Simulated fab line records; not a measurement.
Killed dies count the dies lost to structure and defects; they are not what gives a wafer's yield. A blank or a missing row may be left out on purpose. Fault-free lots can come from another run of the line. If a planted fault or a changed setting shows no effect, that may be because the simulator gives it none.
Comparing a struck lot with a sound one | flow sky130 | 15 steps out of a route of 708
Sound: wafers L811.3, L811.4, L811.6. The struck wafers were L814.1, L814.3, L814.6. The cause is named last.
Order at every step that has rows: each side's tool, ch and its chambers, its first start. Under that, the readings that differ: sound wafers | struck wafers | difference of the means | sigmas: that difference in standard deviations of wafers without a fault.
alike: readings whose means differ by less than 2 such deviations, and words and numbers that are the same on both sides. not compared: withheld readings, readings that some wafer has no value for, bounds like >300 that may hide the same value, and numbers for which the record gives no deviation and whose values overlap.
Wherever a step has rows on one side only, a row that says differs or no value, or a row with sigmas, the two part there. Numbers that don't overlap but have no deviation are shown without sigmas and don't part them. A reading that every wafer of one side lacks parts them only if that side has two wafers or more.

first, 2 steps without rows for these wafers: SKY_METAL3_CLEAN_22 (cleans in O3/DIW); SKY_VIA3_HDPCVD_00 (deposits SiO2, target thk 1635 nm, time 272.5 s).
SKY_VIA3_THK_MEAS_01:
  struck on film_metro-03, day 44 09:51; sound on film_metro-01, day 43 06:59
  alike: VIA3_HDPCVD_THK
SKY_VIA3_CMP_02: polishes SiO2.
  sound on cmp-01 ch 0,1, day 43 07:01; struck on cmp-01 ch 1,2,3, day 44 09:58
  alike: motor_current_A
SKY_VIA3_BOW_MEAS_03:
  struck on film_metro-01, day 44 10:13; sound on film_metro-01, day 43 07:22
  alike: VIA3_BOW
then, 7 steps without rows for these wafers: SKY_VIA3_DEHYDRATE_04 (time 60 s); SKY_VIA3_HMDS_05 (prime time 60 s); SKY_VIA3_COAT_06 (resist thk 60 nm); SKY_VIA3_COAT_07 (resist thk 450 nm); SKY_VIA3_SOFTBAKE_08 (time 85.78 s); SKY_VIA3_EXPOSE_09 (exposes mask VIM3, target cd 200 nm); SKY_VIA3_PEB_10.
SKY_VIA3_DEVELOP_11: develop time 60 s.
  sound on litho_track-03 ch 0, day 44 07:00; struck on litho_track-03 ch 0, day 45 08:00
  reading              | sound             | struck            | difference | sigmas
  developer_temp_C (C) | 20.97 20.95 20.95 | 20.13 20.06 19.95 | -0.91      | -9
  alike: chill_plate_temp_C
SKY_VIA3_CD_MEAS_12 targets a cd of 200 nm.
  struck on cd_sem-02, day 45 08:34; sound on cd_sem-01, day 44 07:37
  alike: cd_nm
-- the record jumps here: 5 days lie between the struck wafers' starts before and after (it left off in module VIA3 and takes up again in module PAD_OPEN, whose first step shown is number 708 of the route) --
SKY_PAD_OPEN_PROBE_99:
  struck on prober-02, day 50 16:25; sound on prober-01, day 49 19:41
  alike: defect_limited_yield, killed_at_M0_to_M3, killed_at_M4_up, killed_at_contacts, killed_at_front_end, killed_at_other, killed_dies, killed_open, killed_short, sort_bin_3_pad_short, sort_bin_5_function, sort_bin_6_memory, sort_n_pass, sort_yield_pct

== WHERE THEY PART ==
At SKY_VIA3_DEVELOP_11 and nowhere else, as far as this record goes. Later steps at which nothing parts them and some readings are alike: SKY_VIA3_CD_MEAS_12, SKY_PAD_OPEN_PROBE_99.

WHY: whatever the simulator had introduced
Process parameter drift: litho_track-03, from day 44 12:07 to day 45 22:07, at SKY_VIA3_DEVELOP_11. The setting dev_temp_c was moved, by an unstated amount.
